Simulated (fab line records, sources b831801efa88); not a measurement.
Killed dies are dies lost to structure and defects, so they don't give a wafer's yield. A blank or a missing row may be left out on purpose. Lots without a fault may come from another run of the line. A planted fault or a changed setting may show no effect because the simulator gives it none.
Which tool did it? | flow sky130 | 6 lots, 18 wafers sampled, at 4 steps of a route of 708

WHAT THE GAUGES READ, wafer by wafer
SKY_VIA2_THK_MEAS_23: measures by xrf.
lot  | measured     | on            | VIA2_W_THK (nm)
L419 | day 36 13:03 | film_metro-01 | 437 451 438
L421 | day 37 09:38 | film_metro-02 | 430 429 445
L434 | day 41 06:26 | film_metro-02 | 441 461 439
L436 | day 41 13:44 | film_metro-02 | 427 428 424
L439 | day 42 17:23 | film_metro-02 | 425 424 424
L441 | day 43 00:34 | film_metro-01 | 446 448 448

WHICH TOOL RAN EACH LOT (tool, then ch and the chambers of the sampled wafers, then the start)
lot  | SKY_METAL2_STRIP_20                  | SKY_VIA2_ETCH_15                   | SKY_VIA2_CVD_21
L419 | plasma_asher-02 ch 0,1, day 35 08:00 | rie_diel-03 ch 2,3, day 36 12:01   | cvd_w-02 ch 0,1, day 36 12:49
L421 | plasma_asher-02 ch 0,1, day 36 05:34 | rie_diel-03 ch 0,1,3, day 37 08:40 | cvd_w-02 ch 0,1, day 37 09:23
L434 | plasma_asher-02 ch 0,1, day 40 03:28 | rie_diel-03 ch 0,1,2, day 41 05:25 | cvd_w-02 ch 0,1, day 41 06:11
L436 | plasma_asher-02 ch 0,1, day 40 11:31 | rie_diel-02 ch 0,1, day 41 12:19   | cvd_w-01 ch 0,1, day 41 13:28
L439 | plasma_asher-04 ch 0,1, day 41 15:37 | rie_diel-02 ch 1,2, day 42 16:25   | cvd_w-01 ch 0,1, day 42 17:08
L441 | plasma_asher-02 ch 0,1, day 41 23:04 | rie_diel-02 ch 0,1,2, day 42 23:34 | cvd_w-02 ch 1, day 43 00:18
- SKY_METAL2_STRIP_20: strips in O2/N2.
- SKY_VIA2_ETCH_15: etches SiO2 in C4F8/O2/Ar, stops on TiN, target depth 546 nm, time 84 s.
- SKY_VIA2_CVD_21: deposits W, target thk 420 nm, time 126.4 s.

THE ANSWER, worked out from the rows above alone
Rule: what is usual is taken from the lots themselves. Put in order of their means at a reading, lots are off if they are a third of the lots or fewer, leave a main group of 4 or more, and stand apart from it by a gap of 3 or more times the standard deviation of the main group's means; of several such gaps the widest counts. A main group whose means are all the same, to the digits that the tables above print for the reading, isn't used. A lot without any number at a reading at which 4 lots or more have one is off too. The other lots that the step has rows for count as sound.
No lot is off at any reading shown: from this, nothing can be told.

WHAT THE SIMULATOR HAD PUT IN
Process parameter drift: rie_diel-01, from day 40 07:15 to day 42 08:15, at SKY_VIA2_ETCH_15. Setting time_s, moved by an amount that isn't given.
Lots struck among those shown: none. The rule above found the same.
